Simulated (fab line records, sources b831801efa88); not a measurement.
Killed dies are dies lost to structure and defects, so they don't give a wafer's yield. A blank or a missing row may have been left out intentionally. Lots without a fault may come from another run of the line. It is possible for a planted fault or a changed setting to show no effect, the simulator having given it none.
8D (eight disciplines) problem report, filled in by code || flow sfq line || the parts of the form that need people (team, actions taken, sign-off) are left out

## 1. WHAT WENT WRONG
At SFQ_TRILAYER_M4_BARC_OPEN_METAL_ETCH_123, run length s averages 71.37 s over 2 wafers from 2 lots, while fault-free wafers read 69.83 s, standard deviation 0.3. That puts it +5.1 standard deviations away from the usual mean.
The step: etches BARC in O2, target depth 125 nm, time 41.7 s.
The first sign was on wafer L877.3 at day 62 09:47, on rie metal-01. The record holds 39 wafers of 14 lots with a number at this step. By rule, "out" or "out of limits" means more than 4 standard deviations away from the usual mean. The rest of the wafers with a number are treated as sound.

## 2. WHAT IT IS, WHAT IT ISN'T
{"question": "which readings at this step", "is": "run length s", "is not": "drypump motor current A"}
{"question": "which lots", "is": "L877, L878", "is not": "L863, L865, L866, L867, L868, L874, L880, L882, L883, L884, L885, L886"}
{"question": "which wafers of those lots", "is": "L877.3, L878.3", "is not": "L877.1"}
{"question": "read on which tools", "is": "rie metal-01", "is not": "rie metal-02, rie metal-03"}
{"question": "when", "is": "from day 62 09:47", "is not": "up to then (19 sound wafers); but 18 sound wafers of L880, L882, L883, L884, L885, L886 came after"}

## 3. WHAT RULES OUT EACH SUSPECT
Counting: if a tool at a process step up to the reading ran every lot that is out, it stays a suspect. Sound lots after the first of them don't rule it out here, since some wafers of a struck lot are sound.
- rie metal-01 at SFQ_TRILAYER_M4_BARC_OPEN_METAL_ETCH_123 (etches BARC in O2, target depth 125 nm, time 41.7 s): kept. It processed each lot that is out (first: L877, day 62 09:47); up to then, its last sound lot is L866 (day 50 02:51). Its own readings are out on those wafers: run length s.
Left after counting: rie metal-01 at SFQ_TRILAYER_M4_BARC_OPEN_METAL_ETCH_123.

## 4. THE CAUSE (what the simulator had put in)
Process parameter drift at SFQ_TRILAYER_M4_BARC_OPEN_METAL_ETCH_123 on rie metal-01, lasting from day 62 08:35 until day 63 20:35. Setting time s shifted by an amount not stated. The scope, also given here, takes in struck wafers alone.
Counting left only this tool.

## 5. THE EFFECT CHAIN, in route order
One row per reading whose mean, taken over the struck wafers that have a number, lies over 3 standard deviations from the usual. Scope: only readings with a usual standard deviation given in the record; hours: median across lots of the time from each lot's start at the first step in this table that gives one to its start at this step; sigmas: change in usual standard deviations.
{"hours": 0, "step": "SFQ_TRILAYER_M4_BARC_OPEN_METAL_ETCH_123", "reading": "oes product au", "usual": "0.685 a.u.", "on struck wafers": 0.671, "change": -0.014, "sigmas": -3.2}
{"hours": 0, "step": "SFQ_TRILAYER_M4_BARC_OPEN_METAL_ETCH_123", "reading": "run length s", "usual": "69.83 s", "on struck wafers": 71.37, "change": "+1.54", "sigmas": "+5.1"}
The process steps in it:
- SFQ_TRILAYER_M4_BARC_OPEN_METAL_ETCH_123: etches BARC in O2, target depth 125 nm, time 41.7 s.

## 6. WHAT WOULD HAVE CAUGHT IT SOONER
In this record the first reading out of limits was taken at day 62 09:47, 1 hour after the fault began at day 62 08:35.
